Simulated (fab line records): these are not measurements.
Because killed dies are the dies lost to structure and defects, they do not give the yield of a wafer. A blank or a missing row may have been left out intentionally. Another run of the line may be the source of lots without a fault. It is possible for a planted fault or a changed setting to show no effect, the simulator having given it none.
Matching of chambers + flow gf180mcu + GF_V2_CVD_02 on pecvd-01 has 3 sister chambers
The step deposits SiO2 from TEOS, target thk 850 nm, time 94.851 s. 18 wafers are shown with their chamber, then 9 later ones without.

WAFERS PAIRED WITH THEIR CHAMBERS
| wafer  | chamber | heater-power-w (W) | rf-fwd-power-W (W) |
|--------|---------|--------------------|--------------------|
| L074.1 | 2       | 626                | 599.6              |
| L074.4 | 2       | 494                | 596.6              |
| L074.5 | 0       | 713                | 596.5              |
| L079.1 | 1       | 796                | 599.2              |
| L079.2 | 0       | 753                | 598.6              |
| L079.6 | 0       | 591                | 598.2              |
| L080.3 | 0       | 700                | 596.3              |
| L080.4 | 1       | 858                | 598.7              |
| L080.6 | 0       | 732                | 595.9              |
| L081.2 | 1       | 806                | 595.7              |
| L081.3 | 0       | 704                | 597.9              |
| L081.4 | 2       | 573                | 597.7              |
| L085.1 | 1       | 708                | 597.8              |
| L085.3 | 2       | 526                | 599.1              |
| L085.4 | 0       | 718                | 595.6              |
| L088.2 | 0       | 680                | 595.4              |
| L088.3 | 0       | 713                | 596.2              |
| L088.5 | 0       | 745                | 596.8              |

SIGNATURES, as means of the wafers listed above
| reading        | chamber 0 | chamber 1 | chamber 2 | scatter within a chamber |
|----------------|-----------|-----------|-----------|--------------------------|
| heater-power-w | 704.90    | 792.00    | 554.75    | 51.7                     |
| rf-fwd-power-W | 596.740   | 597.850   | 598.250   | 1.27                     |
Rule: distance of a wafer from a chamber = root of the sum over the readings of ((wafer's reading minus chamber's mean) / reading's scatter) squared. If the next closest chamber is less than 2 further off than the closest, the wafer can't be placed; otherwise it belongs to the closest. How the scatter is found: for the shown wafers, subtract from each reading the mean of its chamber, square and add these, divide the total by (wafers less chambers), then take the root.

WAFERS WITH NO CHAMBER GIVEN
| wafer  | heater-power-w (W) | rf-fwd-power-W (W) |
|--------|--------------------|--------------------|
| L092.2 | 694                | 595.5              |
| L092.3 | 812                | 598.3              |
| L092.6 | 712                | 594.7              |
| L093.1 | 585                | 601.2              |
| L093.4 | 800                | 598.3              |
| L093.5 | 712                | 598.7              |
| L097.2 | 632                | 598.2              |
| L097.4 | 859                | 595.6              |
| L097.5 | 715                | 597.3              |

WHICH CHAMBER EACH WENT THROUGH
| wafer  | from the rows above          | in truth |
|--------|------------------------------|----------|
| L092.2 | can't be placed: 0 or 1      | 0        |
| L092.3 | can't be placed: 1 or 0      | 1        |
| L092.6 | can't be placed: 0 or 1      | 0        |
| L093.1 | can't be placed: 2 or 0      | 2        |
| L093.4 | can't be placed: 1 or 0      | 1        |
| L093.5 | can't be placed: 0 or 1 or 2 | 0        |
| L097.2 | can't be placed: 2 or 0 or 1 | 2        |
| L097.4 | can't be placed: 1 or 0      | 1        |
| L097.5 | can't be placed: 0 or 1      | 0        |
Correct placement for 0 of the 9. Not placeable from these rows: 9 (in 9, the candidates include the true chamber). 0 placed wrongly.
